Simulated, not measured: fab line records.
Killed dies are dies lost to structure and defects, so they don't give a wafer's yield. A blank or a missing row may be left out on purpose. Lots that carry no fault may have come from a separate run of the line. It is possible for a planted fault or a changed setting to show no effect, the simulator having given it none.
Which tool is to blame? ; flow gf180mcu ; route of 602 steps, sampled at 1 step: 6 lots, 18 wafers

== WHAT EACH GAUGE READ, for each wafer ==
GF_M2_CD_MEAS_14: the cd target is 280 nm.
lot;measured;on;cd-nm (nm)
L947;day 20 01:54;cd-sem-01;279.3 279.8 279.7
L949;day 21 00:53;cd-sem-02;279.4 279.0 279.6
L956;day 23 11:40;cd-sem-02;281.6 280.9 280.7
L958;day 24 01:59;cd-sem-02;280.2 280.7 281.4
L963;day 25 17:23;cd-sem-02;279.0 279.1 279.1
L967;day 26 17:31;cd-sem-02;279.5 278.2 279.5

== TOOL THAT RAN EACH LOT (tool first, then ch and the chambers of the sampled wafers, then the start) ==
The record shows no process step preceding these readings.

== THE ANSWER, worked out from the rows above alone ==
Rule: usual is defined by the lots themselves. Put in order of their means at a reading, lots are off if they are a third of the lots or fewer, leave a main group of 4 or more, and stand apart from it by a gap of 3 or more times the standard deviation of the main group's means; of several such gaps the widest counts. A main group is skipped when, at the precision printed for the reading in the tables above, its means are all equal. Also off: a lot with no number at a reading for which 4 or more lots have one. All remaining lots with rows at the step are treated as sound.
Off at GF_M2_CD_MEAS_14 (cd-nm): L956, L958. Mean 279.3 nm and standard deviation 0.22 in the main group.
If a tool, at a process step before that reading, ran all the lots that are off and no sound lot after the first of them, it fits. Gauges at GF_M2_CD_MEAS_14: tried the same way as those tools. Not one of the candidates tried fits.

== WHAT THE SIMULATOR HAD PUT IN ==
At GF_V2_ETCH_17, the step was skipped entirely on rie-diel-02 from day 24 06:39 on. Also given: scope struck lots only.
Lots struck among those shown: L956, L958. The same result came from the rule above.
